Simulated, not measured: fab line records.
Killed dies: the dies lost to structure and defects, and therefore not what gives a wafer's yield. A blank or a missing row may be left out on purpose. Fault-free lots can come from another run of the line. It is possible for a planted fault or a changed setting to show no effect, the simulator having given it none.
Problem report in the 8D (eight disciplines) form, filled by code ; flow gf180mcu ; the parts of the form that need people (team, actions taken, sign-off) are left out

== 1. WHAT IS WRONG ==
Mean PSD_TW at GF_PSD_TW_MEAS_11: 2949 over 6 wafers in 2 lots; fault-free wafers: 3177, standard deviation 18. That puts it -13 standard deviations away from the usual mean.
Earliest sighting: wafer L357.1 on filmMetro-04 at day 17 21:53. Wafers with a number at this step in the record: 33, from 11 lots. Rule for "out", or "out of limits": more than 4 standard deviations from the usual mean. Any other wafer with a number is counted as sound.

== 2. WHAT THIS IS AND IS NOT ==
question;is;is not
which readings at this step;PSD_TW;-
which lots;L357, L358;L344, L346, L348, L352, L361, L363, L364, L365, L366
which wafers of those lots;all that have a number;-
read on which gauges;filmMetro-04;filmMetro-01, filmMetro-03
when;from day 17 21:53;"up to then (12 sound wafers); but 15 sound wafers of L361, L363, L364, L365, L366 came after"

== 3. WHAT RULES OUT EACH SUSPECT ==
Counting: a tool at any process step up to the reading remains a suspect when it ran all the lots that are out and ran no sound lot after the first of those.
- the gauge at GF_PSD_TW_MEAS_11: ruled out. All the wafers that are out were read on filmMetro-04, but those of them that GF_PSD_IMPLANT_09 has rows for are out there too, on other tools.
- implanter-02 at GF_PSD_IMPLANT_09: kept. All lots that are out passed through it, beginning with L357 at day 17 21:38, and no sound lot followed; its final sound lot before that point was L352 at day 15 23:17. Its own beamEnergyKeV readings are out on those wafers.
After counting, what remains is implanter-02 at GF_PSD_IMPLANT_09.

== 4. THE CAUSE (what the simulator had put in) ==
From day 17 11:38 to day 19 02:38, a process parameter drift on implanter-02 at GF_PSD_IMPLANT_09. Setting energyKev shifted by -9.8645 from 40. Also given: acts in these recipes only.
After counting, this tool was the only one left.

== 5. THE EFFECT CHAIN, in route order ==
Rows list readings where the struck wafers' mean (over those with a number) sits beyond 3 standard deviations from the usual. Only readings whose record carries a usual standard deviation are examined. hours: median over the lots of the time between each lot's start at the first step of this table that gives one and its start at this step. sigmas: the change, counted in usual standard deviations.
hours;step;reading;usual;on struck wafers;change;sigmas
0;GF_PSD_IMPLANT_09;beamEnergyKeV;40.000;30.147;-9.853;-99 or more
0;GF_PSD_STRIP_10;oesProductAu;0.592 a.u.;0.616;+0.024;+5.8
0;GF_PSD_STRIP_10;stripTimeToEndpointS;16.54 s;15.58;-0.96;-32
0;GF_PSD_TW_MEAS_11;PSD_TW;3177;2949;-228;-13
1;GF_PSD_RS_MEAS_15;PSD_RS;108.66 ohm/sq;123.87;+15.21;+52
Here are the process steps it includes:
- GF_PSD_IMPLANT_09
- GF_PSD_STRIP_10: strips in O2/N2.

== 6. WHAT WOULD HAVE CAUGHT IT SOONER ==
The first out-of-limits reading at a measuring or inspecting step in this record came at day 17 21:53, 10 hours after the fault's start at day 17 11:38.
Tool's own readings at GF_PSD_IMPLANT_09, beamEnergyKeV: out on all struck wafers the step has rows for; an alarm limit on them would have tripped on the first.
Of the lots that are out (2), L358 began GF_PSD_IMPLANT_09 on implanter-02 after day 17 21:53. Holding the tool at that time would have saved it.
